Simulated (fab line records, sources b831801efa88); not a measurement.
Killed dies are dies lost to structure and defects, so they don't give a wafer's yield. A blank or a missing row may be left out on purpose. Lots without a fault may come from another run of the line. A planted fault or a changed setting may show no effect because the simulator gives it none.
Problem report in the 8D (eight disciplines) form, filled by code | flow sky130 | the parts of the form that need people (team, actions taken, sign-off) are left out

1. THE PROBLEM
CAPM_CVD_00_THK at SKY_CAPM_THK_MEAS_01 reads a mean of 8.72 nm on 9 wafers of 3 lots; wafers without a fault read 15.53 nm with a standard deviation of 0.24. That is -28 standard deviations from the usual mean.
First seen on wafer L685.1, day 40 16:05, on film_metro-03. The record holds 33 wafers of 11 lots with a number at this step. Rule for "out", or "out of limits": more than 4 standard deviations from the usual mean. The other wafers with a number count as sound.

2. WHAT IT IS AND WHAT IT IS NOT
question                    | is                           | is not
which readings at this step | CAPM_CVD_00_THK              | -
which lots                  | L684, L685, L687             | L678, L680, L689, L691, L692, L693, L695, L696
which wafers of those lots  | all that have a number       | -
read on which gauges        | film_metro-03, film_metro-04 | film_metro-01
when                        | from day 40 16:05            | up to then (6 sound wafers); but 18 sound wafers of L689, L691, L692, L693, L695, L696 came after

3. SUSPECTS, AND WHAT RULES EACH OUT
Counting: a tool at a process step up to the reading stays a suspect if it ran every lot that is out and no sound lot after the first of them.
- the gauge at SKY_CAPM_THK_MEAS_01: ruled out. The wafers that are out were read on 2 gauges (film_metro-03, film_metro-04).
- cmp-02 at SKY_VIA2_CMP_24 (polishes, stops on SiO2, t overpolish 20 s, target thk 0 nm): ruled out as a lasting fault. Sound lots L691, L695 ran on it after its first lot that is out, L685 (day 40 15:37).
- pecvd-02 at SKY_CAPM_CVD_00 (deposits SiO2, target thk 15.5 nm): kept. It ran every lot that is out, first L685 (day 40 16:04), and no sound lot after that; its last sound lot up to then is L678 (day 37 20:07).
Left after counting: pecvd-02 at SKY_CAPM_CVD_00.

4. THE CAUSE (what the simulator had put in)
Process parameter drift: pecvd-02, from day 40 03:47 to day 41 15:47, at SKY_CAPM_CVD_00. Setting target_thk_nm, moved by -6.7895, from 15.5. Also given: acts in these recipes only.
Counting left only this tool.

5. THE CHAIN OF EFFECTS, in route order
Each row: a reading whose mean over the struck wafers that have a number lies more than 3 standard deviations from the usual. Only readings for which the record gives a usual standard deviation are gone through. hours: the time from each lot's start at the first step in this table that gives one to its start at this step, as a median over the lots. sigmas: the change in usual standard deviations.
hours | step                 | reading         | usual      | on struck wafers | change | sigmas
0     | SKY_CAPM_THK_MEAS_01 | CAPM_CVD_00_THK | 15.53 nm   | 8.72             | -6.81  | -28
49    | SKY_METAL3_ETCH_17   | oes_product_au  | 0.754 a.u. | 0.590            | -0.164 | -23
The process steps in it:
- SKY_METAL3_ETCH_17: etches SiO2 in C4F8/O2/Ar, stops on TiN, time 3.9 s, target depth 15 nm.

6. WHAT WOULD HAVE CAUGHT IT SOONER
In this record the first reading out of limits at a measuring or inspecting step was taken at day 40 16:05, 12 hours after the fault began at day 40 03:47.
Of the tool readings at SKY_CAPM_CVD_00 for which the record gives a usual standard deviation, none was out on any struck wafer, so an alarm limit of 4 standard deviations on them would not have fired.
Of the lots that are out (3), L684, L687 began SKY_CAPM_CVD_00 on pecvd-02 after day 40 16:05. A hold on the tool at that time would have spared those 2.
